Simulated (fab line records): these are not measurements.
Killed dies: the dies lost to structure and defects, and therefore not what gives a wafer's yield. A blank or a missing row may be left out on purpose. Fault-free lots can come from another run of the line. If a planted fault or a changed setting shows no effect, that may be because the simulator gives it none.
Split-lot experiment || flow gf180mcu || 23 wafers read from 5 lots, route of 602 steps

## SPLIT DETAILS
At GF_M4_SPUTTER_04 (material TiN, target thk 50 nm, time 41.7 s), the setting timeS was moved away from the recipe's 41.7 s on 5 of the 23 wafers read, by +4.7% to +9.2%. The other wafers ran this setting at the recipe's value.

The reading comes from the split's own step.

## THE READING
TiN_of_M4_SPUTTER_04.thkNm (the simulator's own value, which no gauge read), in nm, at GF_M4_SPUTTER_04 (material TiN, target thk 50 nm, time 41.7 s). There is no usual value for it anywhere in the file. Across the 18 wafers here that went through the recipe, the average is 50.33 nm and the standard deviation 0.61 nm.

{"wafer": "L076.2", "tool, chamber at the split": "pvdSputter-04, -", "timeS as run, s": 45.54, "against the recipe": "+9.2%", "TiN_of_M4_SPUTTER_04.thkNm, nm": 55.11, "against lot-mates on the recipe": "+5.30"}
{"wafer": "L076.3", "tool, chamber at the split": "pvdSputter-04, -", "timeS as run, s": 41.7, "against the recipe": "recipe", "TiN_of_M4_SPUTTER_04.thkNm, nm": 50.06, "against lot-mates on the recipe": "-"}
{"wafer": "L076.4", "tool, chamber at the split": "pvdSputter-04, -", "timeS as run, s": 41.7, "against the recipe": "recipe", "TiN_of_M4_SPUTTER_04.thkNm, nm": 49.55, "against lot-mates on the recipe": "-"}
{"wafer": "L076.5", "tool, chamber at the split": "pvdSputter-04, -", "timeS as run, s": 45.54, "against the recipe": "+9.2%", "TiN_of_M4_SPUTTER_04.thkNm, nm": 54.56, "against lot-mates on the recipe": "+4.76"}
{"wafer": "L076.6", "tool, chamber at the split": "pvdSputter-04, -", "timeS as run, s": 45.54, "against the recipe": "+9.2%", "TiN_of_M4_SPUTTER_04.thkNm, nm": 55.27, "against lot-mates on the recipe": "+5.47"}
{"wafer": "L077.1", "tool, chamber at the split": "pvdSputter-02, -", "timeS as run, s": 41.7, "against the recipe": "recipe", "TiN_of_M4_SPUTTER_04.thkNm, nm": 50.82, "against lot-mates on the recipe": "-"}
{"wafer": "L077.2", "tool, chamber at the split": "pvdSputter-02, -", "timeS as run, s": 41.7, "against the recipe": "recipe", "TiN_of_M4_SPUTTER_04.thkNm, nm": 51.05, "against lot-mates on the recipe": "-"}
{"wafer": "L077.6", "tool, chamber at the split": "pvdSputter-02, -", "timeS as run, s": 41.7, "against the recipe": "recipe", "TiN_of_M4_SPUTTER_04.thkNm, nm": 51.01, "against lot-mates on the recipe": "-"}
{"wafer": "L080.1", "tool, chamber at the split": "pvdSputter-02, -", "timeS as run, s": 41.7, "against the recipe": "recipe", "TiN_of_M4_SPUTTER_04.thkNm, nm": 50.1, "against lot-mates on the recipe": "-"}
{"wafer": "L080.2", "tool, chamber at the split": "pvdSputter-02, -", "timeS as run, s": 43.68, "against the recipe": "+4.7%", "TiN_of_M4_SPUTTER_04.thkNm, nm": 52.42, "against lot-mates on the recipe": "+2.54"}
{"wafer": "L080.3", "tool, chamber at the split": "pvdSputter-02, -", "timeS as run, s": 41.7, "against the recipe": "recipe", "TiN_of_M4_SPUTTER_04.thkNm, nm": 49.32, "against lot-mates on the recipe": "-"}
{"wafer": "L080.5", "tool, chamber at the split": "pvdSputter-02, -", "timeS as run, s": 43.68, "against the recipe": "+4.7%", "TiN_of_M4_SPUTTER_04.thkNm, nm": 51.49, "against lot-mates on the recipe": "+1.61"}
{"wafer": "L080.6", "tool, chamber at the split": "pvdSputter-02, -", "timeS as run, s": 41.7, "against the recipe": "recipe", "TiN_of_M4_SPUTTER_04.thkNm, nm": 50.21, "against lot-mates on the recipe": "-"}
{"wafer": "L082.1", "tool, chamber at the split": "pvdSputter-04, -", "timeS as run, s": 41.7, "against the recipe": "recipe", "TiN_of_M4_SPUTTER_04.thkNm, nm": 50.68, "against lot-mates on the recipe": "-"}
{"wafer": "L082.2", "tool, chamber at the split": "pvdSputter-04, -", "timeS as run, s": 41.7, "against the recipe": "recipe", "TiN_of_M4_SPUTTER_04.thkNm, nm": 51.45, "against lot-mates on the recipe": "-"}
{"wafer": "L082.3", "tool, chamber at the split": "pvdSputter-04, -", "timeS as run, s": 41.7, "against the recipe": "recipe", "TiN_of_M4_SPUTTER_04.thkNm, nm": 50.12, "against lot-mates on the recipe": "-"}
{"wafer": "L082.5", "tool, chamber at the split": "pvdSputter-04, -", "timeS as run, s": 41.7, "against the recipe": "recipe", "TiN_of_M4_SPUTTER_04.thkNm, nm": 50.43, "against lot-mates on the recipe": "-"}
{"wafer": "L082.6", "tool, chamber at the split": "pvdSputter-04, -", "timeS as run, s": 41.7, "against the recipe": "recipe", "TiN_of_M4_SPUTTER_04.thkNm, nm": 50.93, "against lot-mates on the recipe": "-"}
{"wafer": "L084.1", "tool, chamber at the split": "pvdSputter-02, -", "timeS as run, s": 41.7, "against the recipe": "recipe", "TiN_of_M4_SPUTTER_04.thkNm, nm": 50.45, "against lot-mates on the recipe": "-"}
{"wafer": "L084.2", "tool, chamber at the split": "pvdSputter-02, -", "timeS as run, s": 41.7, "against the recipe": "recipe", "TiN_of_M4_SPUTTER_04.thkNm, nm": 49.37, "against lot-mates on the recipe": "-"}
{"wafer": "L084.3", "tool, chamber at the split": "pvdSputter-02, -", "timeS as run, s": 41.7, "against the recipe": "recipe", "TiN_of_M4_SPUTTER_04.thkNm, nm": 49.49, "against lot-mates on the recipe": "-"}
{"wafer": "L084.5", "tool, chamber at the split": "pvdSputter-02, -", "timeS as run, s": 41.7, "against the recipe": "recipe", "TiN_of_M4_SPUTTER_04.thkNm, nm": 50.77, "against lot-mates on the recipe": "-"}
{"wafer": "L084.6", "tool, chamber at the split": "pvdSputter-02, -", "timeS as run, s": 41.7, "against the recipe": "recipe", "TiN_of_M4_SPUTTER_04.thkNm, nm": 50.04, "against lot-mates on the recipe": "-"}

THE FIT
A straight line over all 23 wafers: TiN_of_M4_SPUTTER_04.thkNm changes by +0.485 nm for each +1% of timeS; r = +0.93; the points scatter about the line by 0.63 nm.
The same after taking each lot's own level away (the mean of its wafers on the recipe; 23 wafers): +0.547 nm for each +1%; r = +0.97; scatter 0.46 nm.
The reading moves by 5 nm for the largest change in timeS, on that fit.
From 49.805 to 50.960 nm: that is the span of the lots' own levels, equal to 1.9 times the standard deviation above.
In other words, the slope is changed by the lot-to-lot level; the two fits disagree.
Check: with one of the wafers moved furthest among these (+9.2%) left out of the fit, the line predicts +4.89 nm for it against its lot-mates. It came out at +5.3 nm against them.

## FURTHER SPLITS ON THESE WAFERS
Before the reading, these wafers also passed through other splits. Each is held against what the fit with the lots' levels taken away leaves over:
{"other split on the same wafers": "GF_M1_SPUTTER_04 chamberPressurePa", "wafers away from the commonest value": 18, "r with TiN_of_M4_SPUTTER_04.thkNm (lot level and that fit taken away)": -0.20}
{"other split on the same wafers": "GF_M1_STRIP_17 powerW", "wafers away from the commonest value": 8, "r with TiN_of_M4_SPUTTER_04.thkNm (lot level and that fit taken away)": "+0.11"}
{"other split on the same wafers": "GF_V1_SPUTTER_22 timeS", "wafers away from the commonest value": 9, "r with TiN_of_M4_SPUTTER_04.thkNm (lot level and that fit taken away)": -0.12}
{"other split on the same wafers": "GF_M2_SPUTTER_01 powerW", "wafers away from the commonest value": 7, "r with TiN_of_M4_SPUTTER_04.thkNm (lot level and that fit taken away)": "+0.07"}
{"other split on the same wafers": "GF_M2_PEB_12 pebTempC", "wafers away from the commonest value": 10, "r with TiN_of_M4_SPUTTER_04.thkNm (lot level and that fit taken away)": -0.06}
{"other split on the same wafers": "GF_V2_CVD_00 sih4FlowSccm", "wafers away from the commonest value": 7, "r with TiN_of_M4_SPUTTER_04.thkNm (lot level and that fit taken away)": -0.09}
{"other split on the same wafers": "GF_M3_SPUTTER_02 powerW", "wafers away from the commonest value": 6, "r with TiN_of_M4_SPUTTER_04.thkNm (lot level and that fit taken away)": -0.28}
{"other split on the same wafers": "GF_M3_SOFTBAKE_10 tempC", "wafers away from the commonest value": 11, "r with TiN_of_M4_SPUTTER_04.thkNm (lot level and that fit taken away)": "+0.02"}
{"other split on the same wafers": "GF_V3_CMP_04 leaveAboveRefNm", "wafers away from the commonest value": 6, "r with TiN_of_M4_SPUTTER_04.thkNm (lot level and that fit taken away)": -0.33}

## THE FILE'S OWN FIT
TiN_of_M4_SPUTTER_04.thkNm changes by +0.536 nm for each +1% of timeS, r = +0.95.
